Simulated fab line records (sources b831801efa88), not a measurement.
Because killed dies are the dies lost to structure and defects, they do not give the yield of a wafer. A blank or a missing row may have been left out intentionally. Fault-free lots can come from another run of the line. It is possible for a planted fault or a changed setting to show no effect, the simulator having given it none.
Which of the tools did it? :: flow sky130 :: at 1 step of a route of 708, 11 lots with 32 wafers sampled

== WHAT EACH GAUGE READ, for each wafer ==
SKY_VIA2_THK_MEAS_23: measures by xrf.
lot: L954
measured: day 36 22:34
on: film-metro-03
VIA2_W_THK (nm): 424 417 416

lot: L955
measured: day 37 15:28
on: film-metro-01
VIA2_W_THK (nm): 418 416 429

lot: L956
measured: day 37 17:57
on: film-metro-01
VIA2_W_THK (nm): 417 427 427

lot: L957
measured: day 37 20:16
on: film-metro-01
VIA2_W_THK (nm): 415 422 416

lot: L958
measured: day 38 09:41
on: film-metro-01
VIA2_W_THK (nm): 429 416 415

lot: L962
measured: day 39 17:30
on: film-metro-02
VIA2_W_THK (nm): 408 407

lot: L968
measured: day 41 00:41
on: film-metro-02
VIA2_W_THK (nm): 407 404 405

lot: L973
measured: day 42 13:28
on: film-metro-03
VIA2_W_THK (nm): 410 425 415

lot: L974
measured: day 42 21:38
on: film-metro-01
VIA2_W_THK (nm): 415 411 419

lot: L975
measured: day 42 23:22
on: film-metro-03
VIA2_W_THK (nm): 422 416 418

lot: L976
measured: day 43 06:43
on: film-metro-02
VIA2_W_THK (nm): 413 413 417

== WHICH TOOL RAN EACH LOT (tool, then ch and the chambers of the sampled wafers, then the start) ==
Before these readings, the record contains no process step.

== AS READ BY THE TOOLS THEMSELVES (means over the sampled wafers that have a number; for cases with no such wafer, the mark the record gives instead) ==
The record holds no such reading with a usual standard deviation.

== THE ANSWER, worked out from the rows above alone ==
Rule: what is usual is taken from the lots themselves. Put in order of their means at a reading, lots are off if they are a third of the lots or fewer, leave a main group of 4 or more, and stand apart from it by a gap of 3 or more times the standard deviation of the main group's means; of several such gaps the widest counts. The tables above print the reading to a certain number of digits; a main group whose means all agree to those digits is not used. Also off: a lot with no number at a reading for which 4 or more lots have one. The other lots that the step has rows for count as sound. After the gauges, taken in route order, come the tools' own readings; for these a lot's mean is taken, as printed above. The first step at which some lot is off is used, and at that step the reading that is off furthest; a lot without a number counts as furthest.
Across all readings shown, no lot is off: no conclusion can be drawn from this.

== WHAT HAD BEEN PUT IN BY THE SIMULATOR ==
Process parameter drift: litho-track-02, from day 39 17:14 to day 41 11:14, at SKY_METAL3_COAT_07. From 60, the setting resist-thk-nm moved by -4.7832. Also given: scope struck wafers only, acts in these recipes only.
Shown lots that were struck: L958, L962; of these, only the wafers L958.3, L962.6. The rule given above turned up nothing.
